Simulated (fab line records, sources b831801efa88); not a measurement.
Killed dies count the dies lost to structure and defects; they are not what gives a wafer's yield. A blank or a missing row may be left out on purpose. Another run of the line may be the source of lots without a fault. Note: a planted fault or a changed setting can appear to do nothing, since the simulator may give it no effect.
fab line records	flow gf180mcu
[record] lots = 5	wafers = 15	lastDay = 34
route steps=602 shown HV_LDD@206 NSD@235
lots that met no fault: from a run of the same line without faults
startH: hours from the record's opening day to when the first of the lot's shown wafers began	waitH: hours from the lot's prior step to this one	" same as the row above	L1.1+2: a single row standing in for several wafers	- either no value or no given start	* or withheld: withheld	< > ~ a bound
route shown NAME@n: a module of which the file shows steps, and the number in the route of the first	usual: average and standard deviation across the fault-free wafers	same: alike in all rows	chamber/n: place in a boat	sites: per-site readings	_std_site: their standard deviation	_edge_site: the outer-site mean with the inner-site mean subtracted	radiusMm: for every site, how far away it sits from the centre of the wafer	mask NAME#n: copy n	behind: tool/chamber where the wafer was last shaped	hold: what put the lot on hold/how long, in hours/how the hold closed	device: names the non-switching transistor (n, p or np)	end of line: the same wafers' tests at the end of the route	where a step has no rows: the recipe by itself	killed: at the first sort, the dies lost to defects and structure; wafer yield is something else	map: shows each die of a wafer: x if killed, . if not, _ if none is there
set.NAME: the setting that was run; set.NAME@STEP: the one run at that earlier step	model.NAME: the simulator's own value behind a step, which no gauge read
lots at selected steps of the route; one table per step, one row per wafer
services: the hour from which a tool's chamber was out of use, counted from the record's first day as startH (under 0 if before that day), plus the number of hours and why
[[steps]]
[step GF_HV_LDD_DEVELOP_30]
[recipe] developTimeS = 60	devTempC = 23
[usual] chillPlateTempC = 23.04/0.11	developerTempC = 23.02/0.1
lot.wafer	tool	chamber	startH	waitH	chillPlateTempC	developerTempC
L076.2	lithoTrack-02	0	267.32	0.1	22.82	22.96
L076.3	"	0	"	"	22.97	22.97
L076.5	"	0	"	"	23.00	23.05
L078.4	lithoTrack-02	0	285.82	0.1	23.23	23.01
L078.5	"	0	"	"	23.19	22.99
L078.6	"	0	"	"	23.16	23.03
L086.2	lithoTrack-01	0	365.78	0.1	22.83	23.10
L086.3	"	0	"	"	22.86	22.86
L086.5	"	0	"	"	22.89	23.13
L091.1	lithoTrack-03	0	404.98	0.1	23.07	22.92
L091.3	"	0	"	"	23.15	22.87
L091.4	"	0	"	"	23.04	22.96
L096.1	lithoTrack-03	0	434.58	0.1	23.05	23.20
L096.2	"	0	"	"	23.12	23.12
L096.4	"	0	"	"	23.26	23.18
[step GF_HV_LDD_CD_MEAS_31]
[recipe] targetCdNm = 400
[usual] cdNm = 400.0/2.4
lot.wafer	tool	chamber	startH	waitH	cdNm
L076.2	cdSem-02	-	267.47	0.1	403.8
L076.3	"	-	"	"	405.2
L076.5	"	-	"	"	405.4
L078.4	cdSem-01	-	285.96	0.1	400.6
L078.5	"	-	"	"	400.2
L078.6	"	-	"	"	401.0
L086.2	cdSem-01	-	365.92	0.1	402.0
L086.3	"	-	"	"	402.8
L086.5	"	-	"	"	402.3
L091.1	cdSem-01	-	405.13	0.1	395.4
L091.3	"	-	"	"	397.7
L091.4	"	-	"	"	397.1
L096.1	cdSem-01	-	434.73	0.1	399.1
L096.2	"	-	"	"	398.0
L096.4	"	-	"	"	399.4
[step GF_HV_LDD_OVL_MEAS_32]
[usual] HV_LDD_02_OVL = -0.3/1.3
lot.wafer	tool	chamber	startH	waitH	HV_LDD_02_OVL[nm]
L076.2	overlay-02	-	267.58	0.1	1.5
L076.3	"	-	"	"	1.1
L076.5	"	-	"	"	0.7
L078.4	overlay-02	-	286.04	0.1	-0.6
L078.5	"	-	"	"	-3.5
L078.6	"	-	"	"	-2.5
L086.2	overlay-01	-	366.03	0.1	1.1
L086.3	"	-	"	"	1.6
L086.5	"	-	"	"	3.1
L091.1	overlay-01	-	405.25	0.1	-0.4
L091.3	"	-	"	"	-1.1
L091.4	"	-	"	"	-1.0
L096.1	overlay-01	-	434.85	0.1	-1.7
L096.2	"	-	"	"	-0.3
L096.4	"	-	"	"	1.4
[step GF_HV_LDD_IMPLANT_33]
[recipe] species = P	energyKev = 60	doseCm2 = 7.295e+12	tiltDeg = 30	rotationDeg = 0
lot.wafer	tool	chamber	startH	waitH
L076.2+3+5	implanter-01	0	267.63	0.0
L078.4+5+6	implanter-01	0	286.13	0.1
L086.2+3+5	implanter-02	0	366.08	0.0
L091.1+3+4	implanter-01	0	405.29	0.0
L096.1+2+4	implanter-01	0	434.89	0.0
[step GF_HV_LDD_IMPLANT_34]
[recipe] species = P	energyKev = 60	doseCm2 = 7.5e+12	tiltDeg = 30	rotationDeg = 90
lot.wafer	tool	chamber	startH	waitH
L076.2+3+5	implanter-01	0	267.78	0.1
L078.4+5+6	implanter-01	0	286.28	0.1
L086.2+3+5	implanter-02	0	366.23	0.1
L091.1+3+4	implanter-01	0	405.44	0.1
L096.1+2+4	implanter-01	0	435.04	0.1
[step GF_HV_LDD_IMPLANT_35]
[recipe] species = P	energyKev = 60	doseCm2 = 7.5e+12	tiltDeg = 30	rotationDeg = 180
lot.wafer	tool	chamber	startH	waitH
L076.2+3+5	implanter-01	0	267.93	0.1
L078.4+5+6	implanter-01	0	286.43	0.1
L086.2+3+5	implanter-02	0	366.38	0.1
L091.1+3+4	implanter-01	0	405.59	0.1
L096.1+2+4	implanter-01	0	435.19	0.1
[step GF_HV_LDD_IMPLANT_36]
[recipe] species = P	energyKev = 60	doseCm2 = 7.5e+12	tiltDeg = 30	rotationDeg = 270
lot.wafer	tool	chamber	startH	waitH
L076.2+3+5	implanter-01	0	268.08	0.1
L078.4+5+6	implanter-01	0	286.58	0.1
L086.2+3+5	implanter-02	0	366.53	0.1
L091.1+3+4	implanter-01	0	405.74	0.1
L096.1+2+4	implanter-01	0	435.34	0.1
[step GF_HV_LDD_STRIP_37]
[recipe] chemistry = O2/N2	powerW = 1400	pressureMtorr = 1500	platenTempC = 250	o2FlowSccm = 3000	n2FlowSccm = 300	overashFraction = 0.5
[usual] drypumpMotorCurrentA = 5.7/0.41	heaterPowerW = 362/23	oesProductAu = 0.716/0.0044	stripTimeToEndpointS = 12.63/0.041
lot.wafer	tool	chamber	startH	waitH	drypumpMotorCurrentA	heaterPowerW	oesProductAu	rfHoursCounterH	stripTimeToEndpointS
L076.2	plasmaAsher-03	1	268.21	0.1	6.3	349	0.719	47	12.60
L076.3	"	1	"	"	6.3	351	0.718	-	12.58
L076.5	"	1	"	"	6.3	349	0.713	-	12.56
L078.4	plasmaAsher-04	1	286.69	0.1	5.9	374	0.708	-	12.66
L078.5	"	1	"	"	5.9	372	0.712	-	12.67
L078.6	"	0	"	"	5.5	374	0.725	-	12.68
L086.2	plasmaAsher-01	0	366.66	0.1	5.5	332	0.717	23	12.64
L086.3	"	0	"	"	5.5	327	0.715	-	12.64
L086.5	"	1	"	"	5.1	403	0.713	-	12.64
L091.1	plasmaAsher-01	1	405.89	0.1	5.1	417	0.712	27	12.61
L091.3	"	1	"	"	5.1	412	0.714	-	12.61
L091.4	"	0	"	"	5.6	322	0.725	-	12.60
L096.1	plasmaAsher-04	1	435.49	0.1	5.9	375	0.710	79	12.68
L096.2	"	0	"	"	5.5	357	0.715	79	12.61
L096.4	"	1	"	"	5.9	361	0.713	-	12.64
[step GF_HV_LDD_TW_MEAS_38]
[usual] HV_LDD_3_TW = 1442/10
lot.wafer	tool	chamber	startH	waitH	HV_LDD_3_TW
L076.2	filmMetro-01	-	268.32	0.1	1437
L076.3	"	-	"	"	1453
L076.5	"	-	"	"	1447
L078.4	filmMetro-01	-	286.78	0.1	1439
L078.5	"	-	"	"	1444
L078.6	"	-	"	"	1442
L086.2	filmMetro-02	-	366.77	0.1	1421
L086.3	"	-	"	"	1433
L086.5	"	-	"	"	1427
L091.1	filmMetro-03	-	405.99	0.1	1443
L091.3	"	-	"	"	1444
L091.4	"	-	"	"	1451
L096.1	filmMetro-01	-	435.59	0.1	1445
L096.2	"	-	"	"	1443
L096.4	"	-	"	"	1452
[step GF_HV_LDD_DEHYDRATE_39]
[recipe] tempC = 200	timeS = 60
[usual] chillPlateTempC = 23.00/0.11
[same] timeS = 60
lot.wafer	tool	chamber	startH	waitH	chillPlateTempC
L076.2	lithoTrack-02	0	277.67	9.3	22.96
L076.3	"	0	"	"	22.99
L076.5	"	0	"	"	22.67
L078.4	lithoTrack-01	0	296.63	9.8	23.00
L078.5	"	0	"	"	23.00
L078.6	"	0	"	"	23.14
L086.2	lithoTrack-02	0	377.17	10.4	23.06
L086.3	"	0	"	"	23.05
L086.5	"	0	"	"	23.09
L091.1	lithoTrack-03	0	417.33	11.3	22.91
L091.3	"	0	"	"	22.91
L091.4	"	0	"	"	22.86
L096.1	lithoTrack-03	0	446.98	11.4	23.02
L096.2	"	0	"	"	22.95
L096.4	"	0	"	"	22.97
[step GF_HV_LDD_HMDS_40]
[recipe] primeTimeS = 60	primeTempC = 120
[usual] chillPlateTempC = 23.02/0.11
lot.wafer	tool	chamber	startH	waitH	chillPlateTempC
L076.2	lithoTrack-02	0	277.82	0.1	23.09
L076.3	"	0	"	"	22.93
L076.5	"	0	"	"	23.03
L078.4	lithoTrack-01	0	296.78	0.1	22.97
L078.5	"	0	"	"	22.87
L078.6	"	0	"	"	23.08
L086.2	lithoTrack-02	0	377.32	0.1	23.05
L086.3	"	0	"	"	22.95
L086.5	"	0	"	"	22.91
L091.1	lithoTrack-03	0	417.48	0.1	23.12
L091.3	"	0	"	"	22.89
L091.4	"	0	"	"	23.05
L096.1	lithoTrack-03	0	447.13	0.1	23.04
L096.2	"	0	"	"	22.94
L096.4	"	0	"	"	22.85
[step GF_HV_LDD_COAT_41]
[recipe] resist = NOVOLAK	spinRpm = 3000	resistThkNm = 1000
[usual] chillPlateTempC = 23.01/0.11
lot.wafer	tool	chamber	startH	waitH	chillPlateTempC
L076.2	lithoTrack-02	0	277.97	0.1	22.99
L076.3	"	0	"	"	23.01
L076.5	"	0	"	"	22.98
L078.4	lithoTrack-01	0	296.93	0.1	22.99
L078.5	"	0	"	"	22.93
L078.6	"	0	"	"	23.04
L086.2	lithoTrack-02	0	377.47	0.1	22.93
L086.3	"	0	"	"	22.93
L086.5	"	0	"	"	22.90
L091.1	lithoTrack-03	0	417.63	0.1	23.17
L091.3	"	0	"	"	23.12
L091.4	"	0	"	"	22.97
L096.1	lithoTrack-03	0	447.28	0.1	23.07
L096.2	"	0	"	"	23.21
L096.4	"	0	"	"	23.05
[step GF_HV_LDD_SOFTBAKE_42]
[recipe] tempC = 90	timeS = 60	resist = NOVOLAK
[usual] chillPlateTempC = 23.03/0.097
[same] timeS = 60
lot.wafer	tool	chamber	startH	waitH	chillPlateTempC
L076.2	lithoTrack-02	0	278.12	0.1	22.91
L076.3	"	0	"	"	22.91
L076.5	"	0	"	"	23.15
L078.4	lithoTrack-01	0	297.08	0.1	23.00
L078.5	"	0	"	"	22.89
L078.6	"	0	"	"	23.01
L086.2	lithoTrack-02	0	377.62	0.1	23.09
L086.3	"	0	"	"	23.14
L086.5	"	0	"	"	23.04
L091.1	lithoTrack-03	0	417.78	0.1	22.87
L091.3	"	0	"	"	23.01
L091.4	"	0	"	"	23.07
L096.1	lithoTrack-03	0	447.43	0.1	23.11
L096.2	"	0	"	"	22.95
L096.4	"	0	"	"	23.11
[step GF_HV_LDD_EXPOSE_43]
[recipe] maskId = Pplus_HV_AREA	targetCdNm = 400	na = 0.6	sourceShape = conventional	sigmaOuter = 0.6	doseMj = 140
[usual] reticleTempC = 23.00/0.095
lot.wafer	tool	chamber	startH	waitH	mask	reticleTempC
L076.2	ilineStepper-01	0	-	-	Pplus_HV_AREA#0	22.87
L076.3	"	0	"	"	Pplus_HV_AREA#0	23.14
L076.5	"	0	"	"	Pplus_HV_AREA#0	23.10
L078.4	ilineStepper-01	0	-	-	Pplus_HV_AREA#0	23.07
L078.5	"	0	"	"	Pplus_HV_AREA#0	22.99
L078.6	"	0	"	"	Pplus_HV_AREA#0	23.01
L086.2	ilineStepper-02	0	-	-	Pplus_HV_AREA#0	23.06
L086.3	"	0	"	"	Pplus_HV_AREA#0	23.05
L086.5	"	0	"	"	Pplus_HV_AREA#0	22.99
L091.1	ilineStepper-02	0	-	-	Pplus_HV_AREA#0	23.12
L091.3	"	0	"	"	Pplus_HV_AREA#0	23.04
L091.4	"	0	"	"	Pplus_HV_AREA#0	23.09
L096.1	ilineStepper-01	0	-	-	Pplus_HV_AREA#0	22.98
L096.2	"	0	"	"	Pplus_HV_AREA#0	23.00
L096.4	"	0	"	"	Pplus_HV_AREA#0	23.01
[step GF_HV_LDD_PEB_44]
[recipe] tempC = withheld	timeS = *	resist = NOVOLAK
[usual] chillPlateTempC = *
[same] timeS = *
lot.wafer	tool	chamber	startH	waitH	chillPlateTempC
L076.2	lithoTrack-03	0	-	-	*
L076.3	"	0	"	"	*
L076.5	"	0	"	"	*
L078.4	lithoTrack-03	0	-	-	*
L078.5	"	0	"	"	*
L078.6	"	0	"	"	*
L086.2	lithoTrack-03	0	-	-	*
L086.3	"	0	"	"	*
L086.5	"	0	"	"	*
L091.1	lithoTrack-03	0	-	-	*
L091.3	"	0	"	"	*
L091.4	"	0	"	"	*
L096.1	lithoTrack-02	0	-	-	*
L096.2	"	0	"	"	*
L096.4	"	0	"	"	*
[step GF_HV_LDD_DEVELOP_45]
[recipe] developTimeS = 60	devTempC = 23
[usual] chillPlateTempC = 23.01/0.11	developerTempC = 23.00/0.094
lot.wafer	tool	chamber	startH	waitH	chillPlateTempC	developerTempC
L076.2	lithoTrack-03	0	287.61	0.1	23.07	22.88
L076.3	"	0	"	"	23.03	22.94
L076.5	"	0	"	"	23.10	22.94
L078.4	lithoTrack-03	0	307.11	0.1	22.90	22.83
L078.5	"	0	"	"	23.00	22.86
L078.6	"	0	"	"	23.01	22.90
L086.2	lithoTrack-03	0	389.46	0.1	23.11	22.96
L086.3	"	0	"	"	23.04	22.94
L086.5	"	0	"	"	23.15	23.16
L091.1	lithoTrack-03	0	429.58	0.1	23.02	22.97
L091.3	"	0	"	"	23.00	22.88
L091.4	"	0	"	"	23.14	22.96
L096.1	lithoTrack-02	0	459.50	0.1	23.03	23.15
L096.2	"	0	"	"	22.98	22.89
L096.4	"	0	"	"	23.14	23.15
[step GF_HV_LDD_CD_MEAS_46]
[recipe] targetCdNm = 400
[usual] cdNm = 399.3/2.2
lot.wafer	tool	chamber	startH	waitH	cdNm
L076.2	cdSem-01	-	287.75	0.1	400.4
L076.3	"	-	"	"	398.6
L076.5	"	-	"	"	400.6
L078.4	cdSem-01	-	307.24	0.1	400.9
L078.5	"	-	"	"	399.5
L078.6	"	-	"	"	402.9
L086.2	cdSem-02	-	389.60	0.1	398.8
L086.3	"	-	"	"	401.2
L086.5	"	-	"	"	399.5
L091.1	cdSem-02	-	429.73	0.1	400.5
L091.3	"	-	"	"	401.2
L091.4	"	-	"	"	401.4
L096.1	cdSem-02	-	459.65	0.1	398.9
L096.2	"	-	"	"	398.4
L096.4	"	-	"	"	397.0
[step GF_HV_LDD_OVL_MEAS_47]
[usual] HV_LDD_03_OVL = -0.2/1.3
lot.wafer	tool	chamber	startH	waitH	HV_LDD_03_OVL[nm]
L076.2	overlay-01	-	287.86	0.1	0.7
L076.3	"	-	"	"	-0.7
L076.5	"	-	"	"	-0.4
L078.4	overlay-01	-	307.32	0.1	-1.2
L078.5	"	-	"	"	0.4
L078.6	"	-	"	"	-1.2
L086.2	overlay-02	-	389.71	0.1	0.5
L086.3	"	-	"	"	-2.0
L086.5	"	-	"	"	-2.1
L091.1	overlay-02	-	429.85	0.1	0.0
L091.3	"	-	"	"	-0.2
L091.4	"	-	"	"	-0.2
L096.1	overlay-02	-	459.77	0.1	-1.2
L096.2	"	-	"	"	0.0
L096.4	"	-	"	"	1.3
[step GF_HV_LDD_IMPLANT_48]
[recipe] species = B	energyKev = 25	doseCm2 = 3e+13	tiltDeg = 7
lot.wafer	tool	chamber	startH	waitH
L076.2+3+5	implanter-03	0	287.91	0.0
L078.4+5+6	implanter-03	0	307.41	0.1
L086.2+3+5	implanter-01	0	389.76	0.0
L091.1+3+4	implanter-03	0	429.89	0.0
L096.1+2+4	implanter-02	0	459.80	0.0
[step GF_HV_LDD_STRIP_49]
[recipe] chemistry = O2/N2	powerW = 1400	pressureMtorr = 1500	platenTempC = 250	o2FlowSccm = 3000	n2FlowSccm = 300	overashFraction = 0.5
[usual] drypumpMotorCurrentA = 5.6/0.38	heaterPowerW = 365/28	oesProductAu = 0.716/0.0048	stripTimeToEndpointS = 12.63/0.033
lot.wafer	tool	chamber	startH	waitH	drypumpMotorCurrentA	heaterPowerW	oesProductAu	rfHoursCounterH	stripTimeToEndpointS
L076.2	plasmaAsher-01	1	288.04	0.1	5.1	412	0.718	16	12.63
L076.3	"	0	"	"	5.6	329	0.706	-	12.63
L076.5	"	1	"	"	5.1	425	0.707	-	12.63
L078.4	plasmaAsher-03	1	307.52	0.1	6.3	353	0.710	-	12.67
L078.5	"	1	"	"	6.3	348	0.713	-	12.62
L078.6	"	0	"	"	5.5	372	0.710	-	12.66
L086.2	plasmaAsher-04	0	389.89	0.1	5.5	359	0.715	74	12.63
L086.3	"	1	"	"	5.9	362	0.715	-	12.62
L086.5	"	1	"	"	5.9	365	0.717	-	12.63
L091.1	plasmaAsher-03	0	430.04	0.1	5.5	357	0.708	64	12.64
L091.3	"	0	"	"	5.5	361	0.708	-	12.63
L091.4	"	1	"	"	6.3	347	0.718	-	12.67
L096.1	plasmaAsher-01	1	459.95	0.1	5.1	410	0.723	33	12.59
L096.2	"	0	"	"	5.6	333	0.717	33	12.60
L096.4	"	1	"	"	5.1	409	0.717	-	12.62
[step GF_HV_LDD_TW_MEAS_50]
[usual] HV_LDD_4_TW = 573/4.5
lot.wafer	tool	chamber	startH	waitH	HV_LDD_4_TW
L076.2	filmMetro-02	-	288.15	0.1	567
L076.3	"	-	"	"	567
L076.5	"	-	"	"	572
L078.4	filmMetro-01	-	307.62	0.1	577
L078.5	"	-	"	"	574
L078.6	"	-	"	"	576
L086.2	filmMetro-02	-	390.00	0.1	569
L086.3	"	-	"	"	567
L086.5	"	-	"	"	568
L091.1	filmMetro-03	-	430.14	0.1	573
L091.3	"	-	"	"	574
L091.4	"	-	"	"	570
L096.1	filmMetro-03	-	460.05	0.1	574
L096.2	"	-	"	"	573
L096.4	"	-	"	"	577
[step GF_HV_LDD_CLEAN_51]
[recipe] chemistry = SC1/SC2	mix = 1:4:20	tempC = 70	timeS = 150	dry = n2Spin
[same] timeS = 150
lot.wafer	tool	chamber	startH	waitH
L076.2+3+5	wetBench-04	1	288.20	0.0
L078.4+5+6	wetBench-01	2	307.65	0.0
L086.2+3+5	wetBench-01	1	390.05	0.0
L091.1+3+4	wetBench-01	3	430.20	0.1
L096.1+2+4	wetBench-01	1	460.11	0.1
[step GF_HV_LDD_RTA_52]
[recipe] tempC = 1000	timeS = 10	ambient = N2
[usual] annealTempCMax = 1004.8/1.1	lampPowerPct = 35.4/1.4	wafer_temp_C_max = 1004.1/1
[same] timeS = 10
lot.wafer	tool	chamber	startH	waitH	annealTempCMax	lampPowerPct	wafer_temp_C_max
L076.2	rtpAnneal-02	0	288.26	0.0	1006.2	36.5	1003.9
L076.3	"	0	"	"	1005.1	36.5	1004.1
L076.5	"	0	"	"	1004.4	36.5	1004.8
L078.4	rtpAnneal-02	0	307.73	0.0	1002.8	36.4	1005.0
L078.5	"	0	"	"	1004.9	36.5	1003.4
L078.6	"	0	"	"	1004.4	36.5	1006.7
L086.2	rtpAnneal-02	0	390.11	0.0	1003.3	36.5	1003.8
L086.3	"	0	"	"	1004.7	36.5	1003.4
L086.5	"	0	"	"	1004.4	36.5	1004.2
L091.1	rtpAnneal-02	0	430.25	0.0	1003.9	36.5	1005.2
L091.3	"	0	"	"	1004.2	36.5	1004.2
L091.4	"	0	"	"	1004.9	36.4	1007.2
L096.1	rtpAnneal-02	0	460.16	0.0	1004.7	36.5	1005.6
L096.2	"	0	"	"	1002.6	36.5	1003.4
L096.4	"	0	"	"	1004.1	36.5	1004.2
[step GF_HV_LDD_RS_MEAS_53]
[recipe] thkMeasGauge = four-point-probe
[usual] HV_LDD_RS = 419.4/0.9
lot.wafer	tool	chamber	startH	waitH	HV_LDD_RS[ohm/sq]
L076.2	filmMetro-03	-	288.34	0.1	419.1
L076.3	"	-	"	"	419.4
L076.5	"	-	"	"	418.5
L078.4	filmMetro-02	-	307.82	0.1	419.0
L078.5	"	-	"	"	419.2
L078.6	"	-	"	"	419.5
L086.2	filmMetro-01	-	390.18	0.1	419.3
L086.3	"	-	"	"	419.3
L086.5	"	-	"	"	419.9
L091.1	filmMetro-02	-	430.31	0.1	419.4
L091.3	"	-	"	"	420.0
L091.4	"	-	"	"	420.4
L096.1	filmMetro-02	-	460.23	0.1	419.4
L096.2	"	-	"	"	419.3
L096.4	"	-	"	"	419.2
[step GF_HV_LDD_CVD_54]
[recipe] material = SiO2	targetThkNm = 10	precursor = TEOS	tempC = 680	timeS = 75	pressureMtorr = 400
[usual] pressureMtorr = 400.1/0.81
[same] timeS = 75
lot.wafer	tool	chamber	startH	waitH	pressureMtorr
L076.2	lpcvd-01	1	288.44	0.1	400.7
L076.3	"	1	"	"	399.5
L076.5	"	1	"	"	400.6
L078.4	lpcvd-02	1	307.88	0.0	400.3
L078.5	"	1	"	"	400.3
L078.6	"	1	"	"	399.5
L086.2	lpcvd-02	0	390.28	0.1	398.9
L086.3	"	0	"	"	399.8
L086.5	"	0	"	"	398.9
L091.1	lpcvd-02	1	430.43	0.1	400.9
L091.3	"	1	"	"	401.4
L091.4	"	1	"	"	399.8
L096.1	lpcvd-01	0	460.35	0.1	400.6
L096.2	"	0	"	"	400.4
L096.4	"	0	"	"	399.7
[step GF_HV_LDD_THK_MEAS_55]
[recipe] reads = SiO2_of_HV_LDD_CVD_54
[usual] HV_LDD_CVD_54_THK = 10.03/0.13
lot.wafer	tool	chamber	startH	waitH	HV_LDD_CVD_54_THK[nm]
L076.2	filmMetro-02	-	289.47	0.0	9.75
L076.3	"	-	"	"	9.77
L076.5	"	-	"	"	9.86
L078.4	filmMetro-03	-	308.94	0.0	10.08
L078.5	"	-	"	"	10.06
L078.6	"	-	"	"	10.09
L086.2	filmMetro-01	-	391.82	0.0	9.90
L086.3	"	-	"	"	9.94
L086.5	"	-	"	"	9.88
L091.1	filmMetro-02	-	431.96	0.0	9.95
L091.3	"	-	"	"	10.03
L091.4	"	-	"	"	9.97
L096.1	filmMetro-02	-	461.37	0.0	10.14
L096.2	"	-	"	"	10.05
L096.4	"	-	"	"	10.11
[step GF_HV_LDD_CVD_56]
[recipe] material = Si3N4	precursor = DCS/NH3	targetThkNm = 90	tempC = 770	timeS = 1543	pressureMtorr = 250
[usual] pressureMtorr = 250.0/0.5
[same] timeS = 1543
lot.wafer	tool	chamber	startH	waitH	pressureMtorr
L076.2	lpcvd-02	1	289.52	0.0	250.4
L076.3	"	1	"	"	250.3
L076.5	"	1	"	"	250.3
L078.4	lpcvd-02	1	308.97	0.0	249.9
L078.5	"	1	"	"	249.8
L078.6	"	1	"	"	249.7
L086.2	lpcvd-02	1	391.87	0.0	249.3
L086.3	"	1	"	"	249.5
L086.5	"	1	"	"	249.7
L091.1	lpcvd-01	0	432.02	0.1	248.7
L091.3	"	0	"	"	249.3
L091.4	"	0	"	"	249.4
L096.1	lpcvd-01	1	461.43	0.1	250.1
L096.2	"	1	"	"	250.1
L096.4	"	1	"	"	250.1
[step GF_HV_LDD_THK_MEAS_57]
[recipe] reads = Si3N4_of_HV_LDD_CVD_56
[usual] HV_LDD_CVD_56_THK = 90.5/0.85
lot.wafer	tool	chamber	startH	waitH	HV_LDD_CVD_56_THK[nm]
L076.2	filmMetro-01	-	290.95	0.0	91.3
L076.3	"	-	"	"	90.8
L076.5	"	-	"	"	91.2
L078.4	filmMetro-03	-	310.42	0.0	90.2
L078.5	"	-	"	"	91.1
L078.6	"	-	"	"	90.7
L086.2	filmMetro-02	-	394.03	0.0	89.9
L086.3	"	-	"	"	89.0
L086.5	"	-	"	"	89.9
L091.1	filmMetro-01	-	434.17	0.0	91.0
L091.3	"	-	"	"	90.4
L091.4	"	-	"	"	91.2
L096.1	filmMetro-01	-	462.86	0.0	91.0
L096.2	"	-	"	"	91.3
L096.4	"	-	"	"	90.4
[step GF_HV_LDD_ETCHBACK_58]
[recipe] chemistry = CH3F/O2	target = Si3N4	stopOn = SiO2	sourceW = 400	biasW = 80	pressureMtorr = 25	ch3fFlowSccm = 40	O2_flow_sccm = 30	timeS = 100	targetDepthA = 900
[usual] biasW = 79.99/0.23	drypumpMotorCurrentA = 5.7/0.37	oesProductAu = 0.845/0.0064	throttleValvePct = 10.561/0.009
[same] timeS = 100
lot.wafer	tool	chamber	startH	waitH	biasW	drypumpMotorCurrentA	oesProductAu	rfHoursCounterH	throttleValvePct
L076.2	rieDiel-01	2	291.00	0.0	80.09	5.4	0.849	2	10.570
L076.3	"	0	"	"	80.28	5.8	0.844	18	10.568
L076.5	"	2	"	"	79.89	5.4	0.847	-	10.552
L078.4	rieDiel-04	0	310.45	0.0	79.88	5.5	0.845	109	10.550
L078.5	"	1	"	"	79.66	6.3	0.856	-	10.566
L078.6	"	0	"	"	80.20	5.5	0.851	-	10.551
L086.2	rieDiel-04	1	394.08	0.0	80.30	6.3	0.853	12	10.567
L086.3	"	3	"	"	79.72	5.4	0.839	105	10.539
L086.5	"	1	"	"	80.28	6.3	0.842	-	10.565
L091.1	rieDiel-04	0	434.23	0.1	79.63	5.5	0.847	0	10.553
L091.3	"	1	"	"	80.57	6.3	0.848	13	10.559
L091.4	"	3	"	"	79.91	5.4	0.846	-	10.575
L096.1	rieDiel-04	3	462.92	0.1	80.08	5.5	0.847	0	10.559
L096.2	"	1	"	"	79.88	6.3	0.854	14	10.546
L096.4	"	0	"	"	80.03	5.6	0.845	1	10.557
[step GF_NSD_DEHYDRATE_00]
[recipe] tempC = 200	timeS = 60
[usual] chillPlateTempC = 23.00/0.11
[same] timeS = 60
lot.wafer	tool	chamber	startH	waitH	chillPlateTempC
L076.2	lithoTrack-04	0	300.92	9.9	22.97
L076.3	"	0	"	"	23.02
L076.5	"	0	"	"	22.91
L078.4	lithoTrack-04	0	320.37	9.9	22.89
L078.5	"	0	"	"	23.00
L078.6	"	0	"	"	22.99
L086.2	lithoTrack-02	0	405.12	11.0	23.03
L086.3	"	0	"	"	23.20
L086.5	"	0	"	"	23.07
L091.1	lithoTrack-04	0	445.19	10.9	22.92
L091.3	"	0	"	"	23.03
L091.4	"	0	"	"	23.05
L096.1	lithoTrack-01	0	474.05	11.1	22.78
L096.2	"	0	"	"	22.79
L096.4	"	0	"	"	23.09
[step GF_NSD_HMDS_01]
[recipe] primeTimeS = 60	primeTempC = 120
[usual] chillPlateTempC = 22.99/0.1
lot.wafer	tool	chamber	startH	waitH	chillPlateTempC
L076.2	lithoTrack-04	0	301.07	0.1	22.90
L076.3	"	0	"	"	23.10
L076.5	"	0	"	"	23.09
L078.4	lithoTrack-04	0	320.52	0.1	22.97
L078.5	"	0	"	"	23.02
L078.6	"	0	"	"	23.15
L086.2	lithoTrack-02	0	405.27	0.1	23.10
L086.3	"	0	"	"	23.11
L086.5	"	0	"	"	23.01
L091.1	lithoTrack-04	0	445.34	0.1	22.96
L091.3	"	0	"	"	22.95
L091.4	"	0	"	"	22.93
L096.1	lithoTrack-01	0	474.20	0.1	23.13
L096.2	"	0	"	"	22.82
L096.4	"	0	"	"	23.17
[step GF_NSD_COAT_02]
[recipe] resist = NOVOLAK	spinRpm = 3000	resistThkNm = 1000
[usual] chillPlateTempC = 23.02/0.11
lot.wafer	tool	chamber	startH	waitH	chillPlateTempC
L076.2	lithoTrack-04	0	301.22	0.1	22.97
L076.3	"	0	"	"	23.07
L076.5	"	0	"	"	23.07
L078.4	lithoTrack-04	0	320.67	0.1	23.06
L078.5	"	0	"	"	22.97
L078.6	"	0	"	"	23.10
L086.2	lithoTrack-02	0	405.42	0.1	23.14
L086.3	"	0	"	"	23.03
L086.5	"	0	"	"	23.09
L091.1	lithoTrack-04	0	445.49	0.1	22.97
L091.3	"	0	"	"	22.98
L091.4	"	0	"	"	23.03
L096.1	lithoTrack-01	0	474.35	0.1	23.00
L096.2	"	0	"	"	23.09
L096.4	"	0	"	"	22.96
[step GF_NSD_SOFTBAKE_03]
[recipe] tempC = 90	timeS = 60	resist = NOVOLAK
[usual] chillPlateTempC = 23.00/0.1
[same] timeS = 60
lot.wafer	tool	chamber	startH	waitH	chillPlateTempC
L076.2	lithoTrack-04	0	301.37	0.1	22.95
L076.3	"	0	"	"	22.82
L076.5	"	0	"	"	22.98
L078.4	lithoTrack-04	0	320.82	0.1	23.07
L078.5	"	0	"	"	23.00
L078.6	"	0	"	"	23.10
L086.2	lithoTrack-02	0	405.57	0.1	23.00
L086.3	"	0	"	"	23.13
L086.5	"	0	"	"	22.98
L091.1	lithoTrack-04	0	445.64	0.1	22.97
L091.3	"	0	"	"	23.04
L091.4	"	0	"	"	22.80
L096.1	lithoTrack-01	0	474.50	0.1	23.06
L096.2	"	0	"	"	23.13
L096.4	"	0	"	"	23.14
[[services]]
tool	chamber	startH	hours	kind
rieDiel-04	3	248.81	20.3	repair
plasmaAsher-01	-	255.60	0.8	repair
plasmaAsher-01	-	267.40	14.6	pm
implanter-03	-	274.88	2.3	repair
implanter-01	-	278.70	2.4	pm
plasmaAsher-01	-	286.07	1.9	repair
rieDiel-04	2	288.18	5.4	repair
implanter-02	-	307.29	0.6	repair
rieDiel-04	3	322.50	7.7	repair
implanter-02	-	324.09	18.7	repair
implanter-02	-	339.65	2.0	repair
lpcvd-02	-	348.04	1.1	repair
rieDiel-04	2	388.84	20.7	repair
rtpAnneal-02	-	394.99	7.9	repair
implanter-02	-	409.67	4.7	repair
lpcvd-01	-	417.24	2.8	pm
implanter-01	-	425.90	1.1	repair
lpcvd-02	-	435.00	2.8	pm
rieDiel-04	0	454.15	3.8	repair
implanter-02	-	454.65	1.8	repair
lpcvd-02	-	458.11	6.0	pm
implanter-02	-	462.83	3.2	repair
implanter-01	-	465.17	2.1	repair
rieDiel-04	1	465.31	7.5	repair
[[key]]
fault none
